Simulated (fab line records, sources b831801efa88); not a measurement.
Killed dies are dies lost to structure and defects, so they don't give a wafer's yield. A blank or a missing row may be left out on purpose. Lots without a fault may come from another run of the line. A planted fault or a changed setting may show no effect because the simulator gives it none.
Which tool did it? | flow sfq_line | 14 lots, 42 wafers sampled, at 3 steps of a route of 325

WHAT THE GAUGES READ, wafer by wafer
SFQ_L0_RS_MEAS_901: measures by four-point-probe.
lot  | measured    | on            | L0_MONX_KI_RS (ohm/sq)
L811 | day 1 12:37 | film_metro-04 | 43.8 43.3 43.8
L812 | day 1 17:34 | film_metro-04 | 44.6 43.8 43.9
L814 | day 2 03:34 | film_metro-02 | 43.2 43.4 43.4
L815 | day 2 08:34 | film_metro-03 | 42.9 43.3 44.5
L816 | day 2 13:35 | film_metro-02 | 42.6 42.9 43.4
L817 | day 2 18:34 | film_metro-02 | 43.9 43.4 43.4
L820 | day 3 09:37 | film_metro-03 | 43.7 43.2 43.3
L821 | day 3 14:35 | film_metro-02 | 43.2 42.7 43.1
L824 | day 4 05:36 | film_metro-02 | 43.5 43.3 43.2
L827 | day 4 20:34 | film_metro-04 | 43.3 43.4 43.4
L831 | day 5 16:36 | film_metro-04 | 43.8 43.7 29.0 43.8 43.6 29.1
L832 | day 5 21:36 | film_metro-03 | 43.6 29.0 29.0 43.6 29.0 29.0
L833 | day 6 02:34 | film_metro-04 | 43.9 44.1 44.7
L834 | day 6 07:34 | film_metro-03 | 43.8 43.5 43.7

SFQ_L0_THK_MEAS_902: measures by xrf.
lot  | measured    | on            | L0_MONX_KI_THK (nm)
L811 | day 1 12:43 | film_metro-04 | 40.3 40.9 39.9
L812 | day 1 17:41 | film_metro-04 | 39.2 40.1 39.7
L814 | day 2 03:41 | film_metro-02 | 40.3 40.0 40.4
L815 | day 2 08:41 | film_metro-03 | 41.0 40.6 39.3
L816 | day 2 13:41 | film_metro-02 | 41.1 40.7 40.6
L817 | day 2 18:41 | film_metro-02 | 40.0 40.4 40.4
L820 | day 3 09:43 | film_metro-03 | 40.2 40.6 40.4
L821 | day 3 14:41 | film_metro-02 | 40.6 41.0 40.6
L824 | day 4 05:42 | film_metro-02 | 40.4 40.5 40.3
L827 | day 4 20:41 | film_metro-04 | 40.7 40.3 40.7
L831 | day 5 19:18 | film_metro-04 | 40.3 40.1 60.5 40.0 40.4 60.6
L832 | day 6 00:47 | film_metro-03 | 40.1 60.5 60.2 40.2 60.2 60.4
L833 | day 6 02:41 | film_metro-04 | 40.2 39.9 39.4
L834 | day 6 07:41 | film_metro-03 | 40.0 40.4 40.1

WHICH TOOL RAN EACH LOT (tool, then ch and the chambers of the sampled wafers, then the start)
lot  | SFQ_TRILAYER_L0_DEP_SPUTTER_003
L811 | pvd_sputter-06, day 1 12:29
L812 | pvd_sputter-06, day 1 17:29
L814 | pvd_sputter-04, day 2 03:29
L815 | pvd_sputter-06, day 2 08:29
L816 | pvd_sputter-06, day 2 13:29
L817 | pvd_sputter-04, day 2 18:29
L820 | pvd_sputter-06, day 3 09:29
L821 | pvd_sputter-06, day 3 14:29
L824 | pvd_sputter-06, day 4 05:29
L827 | pvd_sputter-06, day 4 20:29
L831 | pvd_sputter-06, day 5 16:29
L832 | pvd_sputter-06, day 5 21:29
L833 | pvd_sputter-04, day 6 02:29
L834 | pvd_sputter-05, day 6 07:29
- SFQ_TRILAYER_L0_DEP_SPUTTER_003: material MoNx KI, target thk 40 nm, time 100 s.

WHAT THE TOOLS THEMSELVES READ (means of the sampled wafers that have a number; where no wafer has one, the mark that the record gives instead)
SFQ_TRILAYER_L0_DEP_SPUTTER_003.
lot  | tool           | chamber_pressure_pa (Pa) | throttle_valve_pct (%)
L811 | pvd_sputter-06 | 0.3991                   | 30.9
L812 | pvd_sputter-06 | 0.4004                   | 30.3
L814 | pvd_sputter-04 | 0.4003                   | 28.9
L815 | pvd_sputter-06 | 0.4004                   | 30.4
L816 | pvd_sputter-06 | 0.4007                   | 30.6
L817 | pvd_sputter-04 | 0.4003                   | 29.1
L820 | pvd_sputter-06 | 0.3991                   | 30.3
L821 | pvd_sputter-06 | 0.3996                   | 30.2
L824 | pvd_sputter-06 | 0.3995                   | 30.1
L827 | pvd_sputter-06 | 0.4003                   | 30.7
L831 | pvd_sputter-06 | 0.3997                   | 30.9
L832 | pvd_sputter-06 | 0.4005                   | 30.5
L833 | pvd_sputter-04 | 0.4003                   | 28.1
L834 | pvd_sputter-05 | 0.4002                   | 30.3

THE ANSWER, worked out from the rows above alone
Rule: what is usual is taken from the lots themselves. Put in order of their means at a reading, lots are off if they are a third of the lots or fewer, leave a main group of 4 or more, and stand apart from it by a gap of 3 or more times the standard deviation of the main group's means; of several such gaps the widest counts. A main group whose means are all the same, to the digits that the tables above print for the reading, isn't used. A lot without any number at a reading at which 4 lots or more have one is off too. The other lots that the step has rows for count as sound. The gauges are gone through in route order, then the tools' own readings, and for those a lot's mean is taken as printed above. The first step at which some lot is off is used, and at that step the reading that is off furthest; a lot without a number counts as furthest.
Off: L831, L832, at SFQ_L0_RS_MEAS_901 (L0_MONX_KI_RS). The main group: mean 43.5 ohm/sq, standard deviation 0.36.
A tool fits if, at a process step before that reading, it ran every lot that is off, and no sound lot after the first of them. The gauges at SFQ_L0_RS_MEAS_901 are tried like those tools. One fits: pvd_sputter-06 at SFQ_TRILAYER_L0_DEP_SPUTTER_003. Its last sound lot is L827 (day 4 20:29), its first lot that is off L831 (day 5 16:29): a fault that began between those two fits.

WHAT THE SIMULATOR HAD PUT IN
Process parameter drift: pvd_sputter-06, from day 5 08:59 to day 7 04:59, at SFQ_TRILAYER_L0_DEP_SPUTTER_003. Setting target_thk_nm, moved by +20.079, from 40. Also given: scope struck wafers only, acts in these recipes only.
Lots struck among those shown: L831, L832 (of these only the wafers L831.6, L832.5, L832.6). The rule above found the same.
